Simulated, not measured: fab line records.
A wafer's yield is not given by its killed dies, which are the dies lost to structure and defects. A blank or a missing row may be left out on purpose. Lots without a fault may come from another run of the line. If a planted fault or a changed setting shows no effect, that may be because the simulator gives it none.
Chamber matching / flow sfq_line / SFQ_TRILAYER_I0_CMP_CMP_028 on cmp-01: 4 sister chambers
The step polishes SiO2. 16 wafers are shown with their chamber, then 7 later ones without.

== EACH WAFER AND ITS CHAMBER ==
wafer=L296.2; chamber=1; motor_current_A (A)=9.4; platen_rpm (rpm)=59.91; time_to_endpoint_s (s)=213
wafer=L296.3; chamber=2; motor_current_A (A)=11.4; platen_rpm (rpm)=59.95; time_to_endpoint_s (s)=215
wafer=L296.6; chamber=3; motor_current_A (A)=9.7; platen_rpm (rpm)=59.99; time_to_endpoint_s (s)=224
wafer=L298.1; chamber=1; motor_current_A (A)=9.2; platen_rpm (rpm)=60.05; time_to_endpoint_s (s)=207
wafer=L298.3; chamber=0; motor_current_A (A)=9.5; platen_rpm (rpm)=60.04; time_to_endpoint_s (s)=208
wafer=L298.5; chamber=1; motor_current_A (A)=8.8; platen_rpm (rpm)=60.00; time_to_endpoint_s (s)=214
wafer=L299.4; chamber=0; motor_current_A (A)=10.0; platen_rpm (rpm)=60.02; time_to_endpoint_s (s)=215
wafer=L299.2; chamber=3; motor_current_A (A)=9.8; platen_rpm (rpm)=60.00; time_to_endpoint_s (s)=229
wafer=L299.5; chamber=0; motor_current_A (A)=10.1; platen_rpm (rpm)=60.01; time_to_endpoint_s (s)=213
wafer=L302.2; chamber=1; motor_current_A (A)=8.7; platen_rpm (rpm)=59.94; time_to_endpoint_s (s)=220
wafer=L302.4; chamber=2; motor_current_A (A)=11.1; platen_rpm (rpm)=60.00; time_to_endpoint_s (s)=223
wafer=L302.6; chamber=1; motor_current_A (A)=8.8; platen_rpm (rpm)=59.98; time_to_endpoint_s (s)=222
wafer=L309.4; chamber=1; motor_current_A (A)=8.7; platen_rpm (rpm)=60.04; time_to_endpoint_s (s)=212
wafer=L309.3; chamber=3; motor_current_A (A)=9.1; platen_rpm (rpm)=60.00; time_to_endpoint_s (s)=222
wafer=L309.6; chamber=0; motor_current_A (A)=10.2; platen_rpm (rpm)=60.11; time_to_endpoint_s (s)=248
wafer=L311.3; chamber=1; motor_current_A (A)=9.0; platen_rpm (rpm)=59.97; time_to_endpoint_s (s)=209

SIGNATURES, as means of the wafers listed above
reading=motor_current_A; chamber 0=9.950; chamber 1=8.943; chamber 2=11.250; chamber 3=9.533; scatter within a chamber=0.297
reading=platen_rpm; chamber 0=60.0450; chamber 1=59.9843; chamber 2=59.9750; chamber 3=59.9967; scatter within a chamber=0.0436
reading=time_to_endpoint_s; chamber 0=221.00; chamber 1=213.86; chamber 2=219.00; chamber 3=225.00; scatter within a chamber=10.1
Rule: for each reading, subtract the chamber's mean from the wafer's reading, divide by that reading's scatter and square the result; add these up over the readings and take the root, which gives the wafer's distance from the chamber. The wafer belongs to the nearest chamber; if the next one is less than 2 further off, it can't be placed. How the scatter is found: for the shown wafers, subtract from each reading the mean of its chamber, square and add these, divide the total by (wafers less chambers), then take the root.

== WAFERS MISSING THEIR CHAMBER ==
wafer=L311.4; motor_current_A (A)=10.2; platen_rpm (rpm)=59.98; time_to_endpoint_s (s)=247
wafer=L317.2; motor_current_A (A)=9.5; platen_rpm (rpm)=59.96; time_to_endpoint_s (s)=215
wafer=L317.4; motor_current_A (A)=10.1; platen_rpm (rpm)=59.92; time_to_endpoint_s (s)=212
wafer=L317.6; motor_current_A (A)=10.7; platen_rpm (rpm)=60.01; time_to_endpoint_s (s)=225
wafer=L318.1; motor_current_A (A)=9.9; platen_rpm (rpm)=60.03; time_to_endpoint_s (s)=204
wafer=L318.2; motor_current_A (A)=9.3; platen_rpm (rpm)=60.00; time_to_endpoint_s (s)=217
wafer=L318.3; motor_current_A (A)=11.0; platen_rpm (rpm)=60.05; time_to_endpoint_s (s)=216

== THE CHAMBER EACH PASSED THROUGH ==
wafer=L311.4; from the rows above=can't be placed: 0 or 3 or 2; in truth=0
wafer=L317.2; from the rows above=can't be placed: 3 or 1 or 0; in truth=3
wafer=L317.4; from the rows above=can't be placed: 3 or 0 or 2 or 1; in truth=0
wafer=L317.6; from the rows above=can't be placed: 2 or 0 or 3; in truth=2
wafer=L318.1; from the rows above=can't be placed: 0 or 3 or 1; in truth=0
wafer=L318.2; from the rows above=can't be placed: 3 or 1 or 0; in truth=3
wafer=L318.3; from the rows above=can't be placed: 2 or 0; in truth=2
0 of 7 placed correctly. From these rows, 7 cannot be placed; in 7 the true chamber is one of the candidates. Placed wrongly: 0.
